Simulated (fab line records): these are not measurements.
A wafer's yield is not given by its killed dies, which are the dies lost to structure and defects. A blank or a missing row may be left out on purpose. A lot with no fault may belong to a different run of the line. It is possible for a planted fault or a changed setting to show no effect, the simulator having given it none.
Which tool was responsible? -- flow gf180mcu -- 39 wafers from 13 lots sampled at 3 of the route's 602 steps

== WHAT EACH GAUGE READ, for each wafer ==
GF_MIM_THK_MEAS_11: measures by xrf.
lot,measured,on,MIM_ALCU_THK (nm)
L105,day 24 17:32,film metro-03,193.6 196.2 191.7
L106,day 24 20:05,film metro-01,199.6 199.1 199.5
L107,day 25 04:28,film metro-03,191.7 192.7 192.3
L111,day 26 17:23,film metro-01,195.4 197.2 196.4
L112,day 26 20:08,film metro-02,193.4 196.3 194.5
L118,day 28 18:38,film metro-01,196.1 195.3 193.8
L119,day 29 00:49,film metro-01,200.7 198.1 202.7
L121,day 29 13:24,film metro-03,202.6 199.9 202.0
L122,day 29 14:36,film metro-01,199.1 198.8 199.2
L123,day 30 05:47,film metro-03,199.0 199.5 200.2
L124,day 30 14:04,film metro-02,196.4 195.1 197.5
L126,day 31 01:40,film metro-01,197.2 195.8 197.3
L127,day 31 02:46,film metro-02,196.6 195.7 198.0

== TOOL THAT RAN EACH LOT (tool first, then ch and the chambers of the sampled wafers, then the start) ==
lot,GF_V3_CMP_04,GF_MIM_SPUTTER_09
L105,"cmp-02 ch 0,1,2, day 21 14:54","pvd sputter-04, day 24 17:23"
L106,"cmp-02 ch 0,2, day 21 17:51","pvd sputter-03, day 24 19:56"
L107,"cmp-01 ch 1,2,3, day 22 04:00","pvd sputter-04, day 25 04:19"
L111,"cmp-02 ch 2,3, day 23 19:09","pvd sputter-04, day 26 17:13"
L112,"cmp-01 ch 0,3, day 23 23:13","pvd sputter-03, day 26 19:59"
L118,"cmp-01 ch 1,2, day 26 00:47","pvd sputter-04, day 28 18:28"
L119,"cmp-01 ch 1,3, day 26 08:03","pvd sputter-02, day 29 00:40"
L121,"cmp-01 ch 1,2, day 26 21:11","pvd sputter-02, day 29 13:14"
L122,"cmp-02 ch 0,2, day 26 22:18","pvd sputter-02, day 29 14:26"
L123,"cmp-01 ch 1,3, day 27 13:48","pvd sputter-02, day 30 05:38"
L124,"cmp-01 ch 0,1,2, day 27 22:47","pvd sputter-03, day 30 13:55"
L126,"cmp-01 ch 0,1,2, day 28 10:28","pvd sputter-04, day 31 01:31"
L127,"cmp-01 ch 0,1,2, day 28 12:25","pvd sputter-02, day 31 02:37"
- GF_V3_CMP_04: polishes SiO2.
- GF_MIM_SPUTTER_09: material TiN, target thk 35 nm, time 29.2 s.

== AS READ BY THE TOOLS THEMSELVES (means over the sampled wafers that have a number; for cases with no such wafer, the mark the record gives instead) ==
GF_V3_CMP_04.
lot,tool,motor current A (A),time to endpoint s (s)
L105,cmp-02,11.4,87
L106,cmp-02,11.2,82
L107,cmp-01,11.5,79
L111,cmp-02,11.6,82
L112,cmp-01,10.8,76
L118,cmp-01,12.1,84
L119,cmp-01,10.7,80
L121,cmp-01,12.1,80
L122,cmp-02,10.8,80
L123,cmp-01,11.5,80
L124,cmp-01,11.8,78
L126,cmp-01,11.9,83
L127,cmp-01,12.1,81

GF_MIM_SPUTTER_09.
lot,tool,chamber pressure pa (Pa),throttle valve pct (%)
L105,pvd sputter-04,0.4012,29.7
L106,pvd sputter-03,0.3998,29.9
L107,pvd sputter-04,0.3999,31.0
L111,pvd sputter-04,0.4007,29.1
L112,pvd sputter-03,0.4002,30.0
L118,pvd sputter-04,0.3994,30.1
L119,pvd sputter-02,0.3993,29.7
L121,pvd sputter-02,0.4000,30.3
L122,pvd sputter-02,0.4000,29.6
L123,pvd sputter-02,0.3992,29.8
L124,pvd sputter-03,0.4005,29.7
L126,pvd sputter-04,0.4001,29.3
L127,pvd sputter-02,0.3995,29.7

== THE ANSWER, worked out from the rows above alone ==
Rule: usual is defined by the lots themselves. Put in order of their means at a reading, lots are off if they are a third of the lots or fewer, leave a main group of 4 or more, and stand apart from it by a gap of 3 or more times the standard deviation of the main group's means; of several such gaps the widest counts. If all means in a main group match to the digits the tables above print for the reading, that group is not used. Also off: a lot with no number at a reading for which 4 or more lots have one. The other lots that the step has rows for count as sound. Order of review: gauges by route order, followed by the tools' own readings, for which a lot's mean as printed above is used. The first step at which some lot is off is used, and at that step the reading that is off furthest; a lot without a number counts as furthest.
Nothing can be told from this: no lot is off at any reading shown.

== WHAT HAD BEEN PUT IN BY THE SIMULATOR ==
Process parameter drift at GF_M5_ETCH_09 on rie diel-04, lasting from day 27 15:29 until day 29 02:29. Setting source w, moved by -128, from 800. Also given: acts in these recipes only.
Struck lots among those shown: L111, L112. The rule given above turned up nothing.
